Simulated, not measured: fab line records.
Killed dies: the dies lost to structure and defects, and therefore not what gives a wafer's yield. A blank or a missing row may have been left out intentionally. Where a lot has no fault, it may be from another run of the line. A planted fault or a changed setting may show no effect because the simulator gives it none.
fab line records -- flow sky130
[record] lots = 6, wafers = 18, lastDay = 50
route steps=708 shown SD_N@344 SD_P@359 RES_XHIGH@360 PAD_OPEN@708
lots that met no fault: taken from a fault-free run of the same line
startH: hours from the record's first day to the start of the lot's first wafer shown -- waitH: time in hours since the lot's previous step -- " repeats the value in the row above -- L1.1+2: a single row standing in for several wafers -- - value missing, or start not given -- * or withheld: withheld -- < > ~ a bound
route shown NAME@n: NAME is a module with steps in the file, n the number in the route of the first one -- usual: mean and standard deviation over wafers with no fault -- same: alike in all rows -- chamber/n: place in a boat -- sites: the reading at each site -- _std_site: standard deviation across them -- _edge_site: the outer-site mean with the inner-site mean subtracted -- radiusMm: for every site, how far away it sits from the centre of the wafer -- mask NAME#n: copy n -- behind: the tool/chamber that last shaped the wafer -- hold: reason for holding the lot/hours on hold/outcome of the hold -- device: transistor that didn't switch, given as n, p or np -- end of line: at the end of the route, the tests of the same wafers -- where a step has no rows: the recipe by itself -- killed: not the wafer's yield, but the dies lost to structure and defects at the first sort -- map: dies across one wafer; x = killed, . = not, _ = none there
set.NAME: setting as actually run; set.NAME@STEP: the setting as run at that earlier step -- model.NAME: the simulator's own value behind a step, which no gauge read
a table for each step, a row for each wafer; lots at some steps of the route
services: from which hour (startH, from the record's first day; less than 0 if before it) a tool's chamber was out of use, for how many hours, and why
[[steps]]
[step SKY_SD_N_COAT_02]
[recipe] resist = NOVOLAK, spinRpm = 3000, resistThkNm = 1140
[step SKY_SD_N_SOFTBAKE_03]
[recipe] tempC = 90, timeS = 60, resist = NOVOLAK
[step SKY_SD_N_EXPOSE_04]
[recipe] maskId = NSDM, na = 0.6, sourceShape = conventional, sigmaOuter = 0.6, polarization = unpolarized, targetCdNm = 380, doseMj = 141
[step SKY_SD_N_PEB_05]
[recipe] tempC = withheld, timeS = *, resist = NOVOLAK
[step SKY_SD_N_DEVELOP_06]
[recipe] resist = NOVOLAK, developer = TMAH, developTimeS = 60, devTempC = 23
[step SKY_SD_N_CD_MEAS_07]
[recipe] targetCdNm = 380
[usual] cdNm = 380.0/2.5
lot.wafer,tool,chamber,startH,waitH,cdNm
L419.1,cdSem-01,-,688.81,0.1,373.3
L419.2,cdSem-01,-,688.81,0.1,375.9
L419.3,cdSem-01,-,688.81,0.1,376.3
L423.4,cdSem-02,-,717.87,0.1,378.1
L423.5,cdSem-02,-,717.87,0.1,380.2
L423.6,cdSem-02,-,717.87,0.1,380.9
L424.1,cdSem-02,-,738.13,0.1,382.4
L424.3,cdSem-02,-,738.13,0.1,381.1
L424.4,cdSem-02,-,738.13,0.1,382.8
L426.2,cdSem-02,-,745.38,0.1,381.0
L426.3,cdSem-02,-,745.38,0.1,378.6
L426.5,cdSem-02,-,745.38,0.1,380.6
L429.1,cdSem-02,-,767.66,0.1,381.0
L429.2,cdSem-02,-,767.66,0.1,384.2
L429.5,cdSem-02,-,767.66,0.1,382.6
L432.1,cdSem-01,-,792.63,0.1,379.4
L432.2,cdSem-01,-,792.63,0.1,380.2
L432.6,cdSem-01,-,792.63,0.1,380.8
[step SKY_SD_N_OVL_MEAS_08]
[usual] SD_N_OVL = 0.4/1.5
lot.wafer,tool,chamber,startH,waitH,SD_N_OVL[nm]
L419.1,overlay-02,-,688.94,0.1,-0.8
L419.2,overlay-02,-,688.94,0.1,-0.3
L419.3,overlay-02,-,688.94,0.1,0.7
L423.4,overlay-02,-,717.95,0.1,-1.7
L423.5,overlay-02,-,717.95,0.1,1.6
L423.6,overlay-02,-,717.95,0.1,0.4
L424.1,overlay-01,-,738.25,0.1,0.8
L424.3,overlay-01,-,738.25,0.1,2.0
L424.4,overlay-01,-,738.25,0.1,1.0
L426.2,overlay-01,-,745.48,0.1,0.5
L426.3,overlay-01,-,745.48,0.1,0.3
L426.5,overlay-01,-,745.48,0.1,0.2
L429.1,overlay-02,-,767.78,0.1,1.2
L429.2,overlay-02,-,767.78,0.1,1.0
L429.5,overlay-02,-,767.78,0.1,-0.7
L432.1,overlay-01,-,792.75,0.1,1.2
L432.2,overlay-01,-,792.75,0.1,3.9
L432.6,overlay-01,-,792.75,0.1,1.9
[step SKY_SD_N_IMPLANT_09]
[recipe] species = As, energyKev = 50, doseCm2 = 4e+15, tiltDeg = 0
[step SKY_SD_N_IMPLANT_10]
[recipe] species = P, energyKev = 20, doseCm2 = 1e+14, tiltDeg = 0
[step SKY_SD_N_STRIP_11]
[recipe] chemistry = O2/N2, powerW = 1400, pressureMtorr = 1500, platenTempC = withheld, o2FlowSccm = 3000, n2FlowSccm = 300, overashFraction = 0.5
[usual] drypumpMotorCurrentA = 5.8/0.46, oesProductAu = 0.528/0.0041, stripTimeToEndpointS = 22.56/0.035
lot.wafer,tool,chamber,startH,waitH,drypumpMotorCurrentA,oesProductAu,rfHoursCounterH,stripTimeToEndpointS
L419.1,plasmaAsher-04,0,689.27,0.1,6.4,0.519,27,22.58
L419.2,plasmaAsher-04,1,689.27,0.1,6.0,0.527,27,22.59
L419.3,plasmaAsher-04,1,689.27,0.1,6.1,0.527,-,22.58
L423.4,plasmaAsher-02,0,718.30,0.1,5.3,0.527,-,22.52
L423.5,plasmaAsher-02,1,718.30,0.1,5.2,0.535,-,22.56
L423.6,plasmaAsher-02,0,718.30,0.1,5.2,0.528,-,22.48
L424.1,plasmaAsher-04,1,738.59,0.1,6.0,0.534,32,22.59
L424.3,plasmaAsher-04,1,738.59,0.1,6.0,0.529,-,22.58
L424.4,plasmaAsher-04,0,738.59,0.1,6.4,0.531,-,22.58
L426.2,plasmaAsher-03,0,745.81,0.1,6.1,0.536,0,22.55
L426.3,plasmaAsher-03,1,745.81,0.1,6.1,0.531,-,22.53
L426.5,plasmaAsher-03,1,745.81,0.1,6.1,0.524,-,22.54
L429.1,plasmaAsher-04,1,768.11,0.1,6.0,0.528,35,22.62
L429.2,plasmaAsher-04,0,768.11,0.1,6.3,0.529,35,22.61
L429.5,plasmaAsher-04,0,768.11,0.1,6.3,0.530,-,22.61
L432.1,plasmaAsher-03,1,793.09,0.1,6.1,0.522,5,22.55
L432.2,plasmaAsher-03,0,793.09,0.1,6.1,0.526,5,22.57
L432.6,plasmaAsher-03,1,793.09,0.1,6.1,0.523,-,22.56
[step SKY_SD_N_TW_MEAS_12]
[usual] SD_N_TW = 3953/48
lot.wafer,tool,chamber,startH,waitH,SD_N_TW
L419.1,filmMetro-02,-,689.37,0.1,3944
L419.2,filmMetro-02,-,689.37,0.1,3958
L419.3,filmMetro-02,-,689.37,0.1,3965
L423.4,filmMetro-01,-,718.39,0.1,3894
L423.5,filmMetro-01,-,718.39,0.1,3900
L423.6,filmMetro-01,-,718.39,0.1,3889
L424.1,filmMetro-02,-,738.69,0.1,3990
L424.3,filmMetro-02,-,738.69,0.1,3997
L424.4,filmMetro-02,-,738.69,0.1,3976
L426.2,filmMetro-04,-,745.92,0.1,4024
L426.3,filmMetro-04,-,745.92,0.1,4054
L426.5,filmMetro-04,-,745.92,0.1,4040
L429.1,filmMetro-01,-,768.21,0.1,3900
L429.2,filmMetro-01,-,768.21,0.1,3880
L429.5,filmMetro-01,-,768.21,0.1,3910
L432.1,filmMetro-04,-,793.19,0.1,4032
L432.2,filmMetro-04,-,793.19,0.1,4056
L432.6,filmMetro-04,-,793.19,0.1,4019
[step SKY_SD_N_CLEAN_13]
[recipe] chemistry = SC1/SC2, mix = 1:4:20, tempC = 70, timeS = 150, dry = n2Spin
[step SKY_SD_N_RTA_14]
[recipe] tempC = 1075, timeS = 2, idleTempC = 650, rampUpCPerS = 150, rampDownCPerS = 90, ambient = N2
[usual] lampPowerPct = 15.74/0.054, rampUpCPerS = 150.00/0.03, wafer_temp_C_max = 1078.1/1.3
lot.wafer,tool,chamber,startH,waitH,lampPowerPct,rampUpCPerS,wafer_temp_C_max
L419.1,rtpAnneal-02,0,689.49,0.0,15.73,149.99,1079.2
L419.2,rtpAnneal-02,0,689.49,0.0,15.68,150.02,1080.2
L419.3,rtpAnneal-02,0,689.49,0.0,15.74,150.02,1078.6
L423.4,rtpAnneal-02,0,718.50,0.0,15.75,149.96,1078.6
L423.5,rtpAnneal-02,0,718.50,0.0,15.72,149.99,1078.7
L423.6,rtpAnneal-02,0,718.50,0.0,15.70,149.99,1078.2
L424.1,rtpAnneal-02,0,738.80,0.0,14.72,149.95,1077.6
L424.3,rtpAnneal-02,0,738.80,0.0,14.65,149.97,1080.1
L424.4,rtpAnneal-02,0,738.80,0.0,14.67,150.02,1079.0
L426.2,rtpAnneal-02,0,746.08,0.0,14.77,149.99,1075.9
L426.3,rtpAnneal-02,0,746.08,0.0,14.71,149.96,1079.0
L426.5,rtpAnneal-02,0,746.08,0.0,14.75,150.04,1079.3
L429.1,rtpAnneal-01,0,768.32,0.0,15.76,150.01,1076.7
L429.2,rtpAnneal-01,0,768.32,0.0,15.72,149.97,1077.9
L429.5,rtpAnneal-01,0,768.32,0.0,15.72,150.00,1077.8
L432.1,rtpAnneal-01,0,793.30,0.0,15.65,149.99,1077.7
L432.2,rtpAnneal-01,0,793.30,0.0,15.82,149.99,1078.6
L432.6,rtpAnneal-01,0,793.30,0.0,15.75,149.97,1076.4
[step SKY_SD_N_RS_MEAS_16]
[recipe] thkMeasGauge = four-point-probe
[usual] SD_N_RS = 68.52/0.1
lot.wafer,tool,chamber,startH,waitH,SD_N_RS[ohm/sq]
L419.1,filmMetro-01,-,689.66,0.1,68.60
L419.2,filmMetro-01,-,689.66,0.1,68.43
L419.3,filmMetro-01,-,689.66,0.1,68.41
L423.4,filmMetro-02,-,718.71,0.1,68.49
L423.5,filmMetro-02,-,718.71,0.1,68.31
L423.6,filmMetro-02,-,718.71,0.1,68.60
L424.1,filmMetro-04,-,738.97,0.1,73.20
L424.3,filmMetro-04,-,738.97,0.1,73.38
L424.4,filmMetro-04,-,738.97,0.1,73.22
L426.2,filmMetro-01,-,746.29,0.1,73.49
L426.3,filmMetro-01,-,746.29,0.1,73.18
L426.5,filmMetro-01,-,746.29,0.1,73.29
L429.1,filmMetro-02,-,768.50,0.1,68.57
L429.2,filmMetro-02,-,768.50,0.1,68.61
L429.5,filmMetro-02,-,768.50,0.1,68.56
L432.1,filmMetro-02,-,793.47,0.1,68.37
L432.2,filmMetro-02,-,793.47,0.1,68.51
L432.6,filmMetro-02,-,793.47,0.1,68.48
[step SKY_SD_N_RS_MEAS_17]
[recipe] thkMeasGauge = four-point-probe
[usual] SD_P_RS = 146.9/0.35
lot.wafer,tool,chamber,startH,waitH,SD_P_RS[ohm/sq]
L419.1,filmMetro-01,-,689.78,0.1,147.1
L419.2,filmMetro-01,-,689.78,0.1,146.3
L419.3,filmMetro-01,-,689.78,0.1,146.8
L423.4,filmMetro-02,-,718.83,0.1,146.8
L423.5,filmMetro-02,-,718.83,0.1,146.5
L423.6,filmMetro-02,-,718.83,0.1,147.0
L424.1,filmMetro-04,-,739.09,0.1,174.6
L424.3,filmMetro-04,-,739.09,0.1,175.5
L424.4,filmMetro-04,-,739.09,0.1,175.1
L426.2,filmMetro-01,-,746.41,0.1,175.6
L426.3,filmMetro-01,-,746.41,0.1,175.3
L426.5,filmMetro-01,-,746.41,0.1,175.5
L429.1,filmMetro-02,-,768.62,0.1,147.5
L429.2,filmMetro-02,-,768.62,0.1,147.7
L429.5,filmMetro-02,-,768.62,0.1,147.6
L432.1,filmMetro-02,-,793.59,0.1,147.0
L432.2,filmMetro-02,-,793.59,0.1,146.8
L432.6,filmMetro-02,-,793.59,0.1,146.8
[step SKY_SD_N_RS_MEAS_18]
[recipe] thkMeasGauge = four-point-probe
[usual] RES_XHIGH_RS = 333.1/1.6
lot.wafer,tool,chamber,startH,waitH,RES_XHIGH_RS[ohm/sq]
L419.1,filmMetro-01,-,689.90,0.1,328.4
L419.2,filmMetro-01,-,689.90,0.1,331.1
L419.3,filmMetro-01,-,689.90,0.1,329.5
L423.4,filmMetro-02,-,718.95,0.1,335.0
L423.5,filmMetro-02,-,718.95,0.1,335.3
L423.6,filmMetro-02,-,718.95,0.1,333.2
L424.1,filmMetro-04,-,739.21,0.1,334.2
L424.3,filmMetro-04,-,739.21,0.1,333.5
L424.4,filmMetro-04,-,739.21,0.1,333.6
L426.2,filmMetro-01,-,746.53,0.1,336.3
L426.3,filmMetro-01,-,746.53,0.1,337.3
L426.5,filmMetro-01,-,746.53,0.1,336.3
L429.1,filmMetro-02,-,768.74,0.1,334.5
L429.2,filmMetro-02,-,768.74,0.1,335.0
L429.5,filmMetro-02,-,768.74,0.1,334.0
L432.1,filmMetro-02,-,793.71,0.1,330.5
L432.2,filmMetro-02,-,793.71,0.1,332.3
L432.6,filmMetro-02,-,793.71,0.1,331.1
[step SKY_PAD_OPEN_PROBE_99]
[usual] killed_at_M0_to_M3 = 43/6.8, killed_at_M4_up = 3.2/2, killedAtContacts = 24/5.3, killedAtFrontEnd = 16/4.4, killedAtOther = 0.3/0.54, killedDies = 86/9.4, killedOpen = 48/6.6, killedShort = 38/6.5
[same] grossDies = 492, killedAtBackSide = 0
lot.wafer,tool,chamber,startH,waitH,killed_at_M0_to_M3,killed_at_M4_up,killedAtContacts,killedAtFrontEnd,killedAtOther,killedDies,killedOpen,killedShort
L419.1,prober-01,-,1116.81,0.1,49,2,28,16,0,95,58,37
L419.2,prober-01,-,1116.86,0.1,46,2,24,13,1,86,46,40
L419.3,prober-01,-,1116.91,0.2,43,5,32,6,0,86,41,45
L423.4,prober-01,-,1138.35,0.2,39,5,16,12,0,72,36,36
L423.5,prober-01,-,1138.40,0.2,39,5,17,18,0,79,44,35
L423.6,prober-01,-,1138.45,0.2,31,2,22,16,0,71,34,37
L424.1,prober-01,-,1152.04,0.1,42,8,24,18,0,92,46,46
L424.3,prober-01,-,1152.14,0.2,43,4,21,9,0,77,37,40
L424.4,prober-01,-,1152.19,0.2,45,1,27,11,0,84,48,35
L429.1,prober-01,-,1173.38,0.1,40,2,27,11,1,81,44,35
L429.2,prober-01,-,1173.43,0.1,49,1,21,16,1,88,40,48
L429.5,prober-01,-,1173.58,0.2,42,3,25,19,1,90,61,29
L432.1,prober-01,-,1188.45,0.1,39,3,32,15,1,90,47,43
L432.2,prober-01,-,1188.50,0.1,46,7,17,16,1,87,55,32
L432.6,prober-01,-,1188.70,0.2,32,7,21,13,0,73,42,31
// killed by level:class
L419.1 LI_CONTACT:geometricParticle:open=15 VIA1:geometricParticle:open=12 VIA3:geometricParticle:open=11 FIELD_ISO:geometricParticle:short=6 VIA2:geometricParticle:open=6 CONTACT:geometricParticle:open=6 METAL3:geometricParticle:short=5 METAL1:geometricParticle:short=4
L419.2 VIA3:geometricParticle:open=8 LI_CONTACT:geometricParticle:open=7 CONTACT:geometricParticle:open=7 VIA1:geometricParticle:short=6 CONTACT:geometricParticle:short=6 VIA2:geometricParticle:open=6 METAL1:geometricParticle:short=5 VIA1:geometricParticle:open=5
L419.3 VIA1:geometricParticle:open=12 VIA3:geometricParticle:open=10 LI_CONTACT:geometricParticle:short=8 CONTACT:geometricParticle:open=7 LOCAL_INTERCONNECT:geometricParticle:short=6 LI_CONTACT:geometricParticle:open=5 CONTACT:geometricParticle:short=5 METAL2:geometricParticle:short=5
L423.4 VIA1:geometricParticle:open=11 METAL1:geometricParticle:short=7 CONTACT:geometricParticle:open=6 POLY_GATE:geometricParticle:open=4 CONTACT:geometricParticle:short=4 VIA1:geometricParticle:short=4 VIA3:geometricParticle:open=4 POLY_GATE:geometricParticle:short=3
L423.5 VIA1:geometricParticle:open=11 POLY_GATE:geometricParticle:open=6 VIA2:geometricParticle:short=6 METAL2:geometricParticle:short=6 CONTACT:geometricParticle:open=5 VIA3:geometricParticle:open=5 POLY_GATE:geometricParticle:short=4 CONTACT:geometricParticle:short=4
L423.6 POLY_GATE:geometricParticle:short=8 CONTACT:geometricParticle:open=8 LI_CONTACT:geometricParticle:open=7 VIA1:geometricParticle:open=6 METAL2:geometricParticle:short=5 VIA2:geometricParticle:short=4 VIA2:geometricParticle:open=4 METAL3:geometricParticle:short=4
L424.1 VIA1:geometricParticle:open=12 CONTACT:geometricParticle:open=8 VIA3:geometricParticle:open=8 LI_CONTACT:geometricParticle:open=5 VIA2:geometricParticle:short=5 FIELD_ISO:geometricParticle:short=4 POLY_GATE:geometricParticle:short=4 METAL4:geometricParticle:short=4
L424.3 LI_CONTACT:geometricParticle:open=8 VIA2:geometricParticle:open=8 CONTACT:geometricParticle:short=7 VIA1:geometricParticle:open=6 VIA1:geometricParticle:short=6 METAL2:geometricParticle:short=6 VIA3:geometricParticle:open=5 CONTACT:geometricParticle:open=4
L424.4 CONTACT:geometricParticle:open=11 VIA1:geometricParticle:open=10 LI_CONTACT:geometricParticle:open=8 METAL2:geometricParticle:short=7 VIA3:geometricParticle:open=7 VIA1:geometricParticle:short=6 CONTACT:geometricParticle:short=5 VIA2:geometricParticle:open=4
L429.1 CONTACT:geometricParticle:open=13 VIA1:geometricParticle:open=8 VIA2:geometricParticle:open=7 METAL2:geometricParticle:short=7 FIELD_ISO:geometricParticle:short=6 CONTACT:geometricParticle:short=5 VIA3:geometricParticle:open=4 FIELD_ISO:geometricParticle:open=3
L429.2 VIA1:geometricParticle:open=9 METAL2:geometricParticle:short=9 VIA1:geometricParticle:short=8 VIA3:geometricParticle:open=8 CONTACT:geometricParticle:open=6 METAL1:geometricParticle:short=6 CONTACT:geometricParticle:short=5 LI_CONTACT:geometricParticle:open=5
L429.5 CONTACT:geometricParticle:open=12 VIA3:geometricParticle:open=9 POLY_GATE:geometricParticle:open=8 FIELD_ISO:geometricParticle:open=7 VIA2:geometricParticle:open=7 LI_CONTACT:geometricParticle:open=5 METAL1:geometricParticle:short=4 VIA1:geometricParticle:open=4
L432.1 LOCAL_INTERCONNECT:geometricParticle:short=10 CONTACT:geometricParticle:open=9 VIA1:geometricParticle:open=8 LI_CONTACT:geometricParticle:open=7 VIA2:geometricParticle:open=7 FIELD_ISO:geometricParticle:short=5 METAL2:geometricParticle:short=5 VIA3:geometricParticle:open=5
L432.2 VIA3:geometricParticle:open=11 VIA1:geometricParticle:open=8 LI_CONTACT:geometricParticle:open=7 VIA2:geometricParticle:open=7 FIELD_ISO:geometricParticle:open=6 VIA1:geometricParticle:short=5 CONTACT:geometricParticle:open=4 METAL1:geometricParticle:short=4
L432.6 VIA1:geometricParticle:open=9 CONTACT:geometricParticle:open=8 CONTACT:geometricParticle:short=7 METAL2:geometricParticle:short=6 FIELD_ISO:geometricParticle:open=5 VIA2:geometricParticle:open=5 METAL4:geometricParticle:short=5 VIA3:geometricParticle:open=4
[[services]]
tool,chamber,startH,hours,kind
plasmaAsher-04,-,699.76,4.5,repair
plasmaAsher-03,-,733.75,9.0,pm
plasmaAsher-03,0,733.75,9.0,ventCycle
plasmaAsher-03,1,733.75,9.0,ventCycle
plasmaAsher-03,0,742.75,-,clean
plasmaAsher-03,1,742.75,-,clean
plasmaAsher-04,-,763.39,1.6,repair
rtpAnneal-02,-,766.44,23.1,pm
rtpAnneal-01,-,789.56,2.9,pm
[[key]]
[firstSign] step = SKY_SD_N_RTA_14, reading = lampPowerPct, direction = down, sigmas = 19, usual = 15.74, struck = 14.71
[effect] step = SKY_SD_N_RS_MEAS_16, reading = SD_N_RS, direction = up, sigmas = 46, usual = 68.52, struck = 73.29
[effect] step = SKY_SD_N_RS_MEAS_17, reading = SD_P_RS, direction = up, sigmas = 81, usual = 146.9, struck = 175.3
metAt SKY_SD_N_RTA_14
struckWafers L424.1,L424.3,L424.4,L426.2,L426.3,L426.5
rowsEnd L426.5
sortLeftOut L426.2,L426.3
testerLeftOut L424,L426
onsetBetween 718.50 738.80
[fault] kind = processParameterDrift, tool = rtpAnneal-02, chamber = -, onsetH = 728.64, steps = SKY_SD_N_RTA_14, channel = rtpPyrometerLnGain, offset = 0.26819, shape = step, endH = 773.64
// testerLeftOut: of these lots the tester's yield and bins aren't shown, on N5 and GAA mostly nor the transistor test; their killed dies are dies lost to structure and defects alone, not to doping, threshold or leakage, so they don't give the yield
// sortLeftOut: the simulated sort isn't trusted on such a fault, so these wafers' sort isn't shown, and their yield isn't known
// rowsEnd: these wafers met a further fault down the route, and their rows from its step on are left out
